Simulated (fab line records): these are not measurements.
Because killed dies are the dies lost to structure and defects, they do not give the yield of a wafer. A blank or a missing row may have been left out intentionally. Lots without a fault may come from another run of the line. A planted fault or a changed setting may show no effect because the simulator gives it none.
Which tool did it? :: flow sky130 :: 6 lots with 17 wafers sampled at 3 steps, on a route of 708 steps

## WHAT THE GAUGES SHOWED, per wafer
SKY_VT_ADJUST_HVTP_TW_MEAS_11.
lot: L157
measured: day 6 15:45
on: film_metro-02
VT_ADJUST_HVTP_TW: 1348 1351 1353

lot: L159
measured: day 7 08:59
on: film_metro-03
VT_ADJUST_HVTP_TW: 1366 1367 1373

lot: L161
measured: day 7 15:41
on: film_metro-02
VT_ADJUST_HVTP_TW: 1355 1362 1355

lot: L163
measured: day 8 07:13
on: film_metro-04
VT_ADJUST_HVTP_TW: 1335 1327 1342

lot: L166
measured: day 9 01:35
on: film_metro-04
VT_ADJUST_HVTP_TW: 1206 1198

lot: L176
measured: day 11 09:34
on: film_metro-02
VT_ADJUST_HVTP_TW: 1340 1338 1346

## EACH LOT AND THE TOOL THAT RAN IT (in order: tool; ch and the chambers of the sampled wafers; start)
lot: L157
SKY_NWELL_RTA_28: rtp_anneal-01 ch 0, day 5 20:18
SKY_VT_ADJUST_HVTP_IMPLANT_09: implanter-03 ch 0, day 6 15:32

lot: L159
SKY_NWELL_RTA_28: rtp_anneal-01 ch 0, day 6 13:16
SKY_VT_ADJUST_HVTP_IMPLANT_09: implanter-01 ch 0, day 7 08:44

lot: L161
SKY_NWELL_RTA_28: rtp_anneal-01 ch 0, day 6 19:52
SKY_VT_ADJUST_HVTP_IMPLANT_09: implanter-01 ch 0, day 7 15:26

lot: L163
SKY_NWELL_RTA_28: rtp_anneal-02 ch 0, day 7 10:19
SKY_VT_ADJUST_HVTP_IMPLANT_09: implanter-03 ch 0, day 8 06:59

lot: L166
SKY_NWELL_RTA_28: rtp_anneal-01 ch 0, day 8 04:32
SKY_VT_ADJUST_HVTP_IMPLANT_09: implanter-03 ch 0, day 9 01:22

lot: L176
SKY_NWELL_RTA_28: rtp_anneal-02 ch 0, day 10 10:06
SKY_VT_ADJUST_HVTP_IMPLANT_09: implanter-01 ch 0, day 11 09:20
- SKY_NWELL_RTA_28: time 30 s.
- SKY_VT_ADJUST_HVTP_IMPLANT_09

## THE ANSWER, worked out from the rows above alone
Rule: the usual values come from the lots themselves. Put in order of their means at a reading, lots are off if they are a third of the lots or fewer, leave a main group of 4 or more, and stand apart from it by a gap of 3 or more times the standard deviation of the main group's means; of several such gaps the widest counts. A main group is skipped when, at the precision printed for the reading in the tables above, its means are all equal. Also off: a lot with no number at a reading for which 4 or more lots have one. Where the step has rows for the other lots, those lots are counted as sound.
Off: at SKY_VT_ADJUST_HVTP_TW_MEAS_11 (VT_ADJUST_HVTP_TW), L166. Main group: mean 1351, sd 12.
If a tool, at a process step before that reading, ran all the lots that are off and no sound lot after the first of them, it fits. The gauges at SKY_VT_ADJUST_HVTP_TW_MEAS_11 are tried like those tools. Can't be told from this: 3 tools fit, rtp_anneal-01 at SKY_NWELL_RTA_28, implanter-03 at SKY_VT_ADJUST_HVTP_IMPLANT_09, film_metro-04 at SKY_VT_ADJUST_HVTP_TW_MEAS_11.

## WHAT WAS PUT IN BY THE SIMULATOR
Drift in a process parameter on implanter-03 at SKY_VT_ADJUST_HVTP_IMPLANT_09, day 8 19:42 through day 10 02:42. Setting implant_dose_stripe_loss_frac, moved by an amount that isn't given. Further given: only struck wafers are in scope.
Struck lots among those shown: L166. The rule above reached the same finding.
